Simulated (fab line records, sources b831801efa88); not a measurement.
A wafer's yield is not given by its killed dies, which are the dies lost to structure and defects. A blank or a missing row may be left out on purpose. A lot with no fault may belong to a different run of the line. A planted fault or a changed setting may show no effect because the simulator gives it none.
One fault through the eyes of 2 desks | flow sky130 | every desk sees just its own numbers, and what lay behind them comes last

## DESK OF THE TOOL OWNER: implanter-01
The tool's own readings at SKY_VT_ADJUST_LVTN_IMPLANT_19, given as means over the sampled wafers that have a number, one for each lot that went through this tool. If a lot's mean is further than 4 standard deviations from the usual mean, the lot is out of limits and carries the mark OUT (the distance appears in the brackets).
Columns: A = beamEnergyKeV at SKY_VT_ADJUST_LVTN_IMPLANT_19, usual 30.002; B = beamOnS at SKY_VT_ADJUST_LVTN_IMPLANT_19, usual 9.99 s; C = doseIonsCm2 at SKY_VT_ADJUST_LVTN_IMPLANT_19, usual 6.499e+11
lot  | first seen here | A      | B     | C
L723 | day 8 13:20     | 30.001 | 9.90  | 6.510e+11
L727 | day 9 17:05     | 30.004 | 10.06 | 6.497e+11
L731 | day 10 16:29    | 29.990 | 10.10 | 6.500e+11
L737 | day 12 11:35    | 30.005 | 10.11 | 6.494e+11
L739 | day 12 21:08    | 30.003 | 9.94  | 6.506e+11
L743 | day 14 00:40    | 29.995 | 10.07 | 6.499e+11
Finding of this desk: none of the 6 lots has anything out of limits.

## AT THE METROLOGY DESK
Lot by lot, what the gauges showed, no matter which tool ran the lot: averages of those sampled wafers that carry a number. If a lot's mean is further than 4 standard deviations from the usual mean, the lot is out of limits and carries the mark OUT (the distance appears in the brackets).
Columns: A = VT_ADJUST_HVTP_OVL at SKY_VT_ADJUST_HVTP_OVL_MEAS_08, usual -0.8 nm; B = VT_ADJUST_LVTN_2_TW at SKY_VT_ADJUST_LVTN_TW_MEAS_21, usual 189.3
lot  | first seen here | A    | B
L721 | day 6 13:13     | 0.4  | 189.8
L723 | day 6 21:13     | -2.7 | 188.0
L724 | day 7 03:19     | 0.2  | 189.6
L725 | day 7 11:10     | -1.0 | 188.5
L726 | day 7 17:31     | -1.3 | 188.2
L727 | day 7 23:16     | -0.7 | 191.0
L728 | day 8 04:25     | -2.9 | 187.8
L729 | day 8 11:51     | -0.8 | 30.3 (-99 or more) OUT
L730 | day 8 15:49     | 1.0  | 30.2 (-99 or more) OUT
L731 | day 8 21:55     | -0.4 | 191.4
L737 | day 10 13:30    | -1.5 | 192.8
L739 | day 10 21:54    | -1.1 | 191.7
L741 | day 11 14:18    | 0.4  | 189.3
L743 | day 11 22:54    | -0.5 | 189.4
This desk's finding: out of limits on L729, L730; first on L729, day 10 07:05 (VT_ADJUST_LVTN_2_TW at SKY_VT_ADJUST_LVTN_TW_MEAS_21). In limits: L721, L723, L724, L725, L726, L727, L728, L731, L737, L739, L741, L743.

## ALL TOGETHER
The metrology desk could have raised an alarm at day 10 07:05, on L729, L730.
The tool owner's desk saw nothing out of limits.
The tool owner's desk has no number on record for L729, L730.
Of the lots named, all ran SKY_VT_ADJUST_LVTN_IMPLANT_19 on implanter-01.

## WHAT WAS PUT IN BY THE SIMULATOR
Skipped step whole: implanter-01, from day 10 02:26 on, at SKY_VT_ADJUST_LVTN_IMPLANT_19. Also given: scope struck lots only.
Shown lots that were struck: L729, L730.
Delay in hours, fault start to first out-of-limits reading, per desk: metrology desk 5.
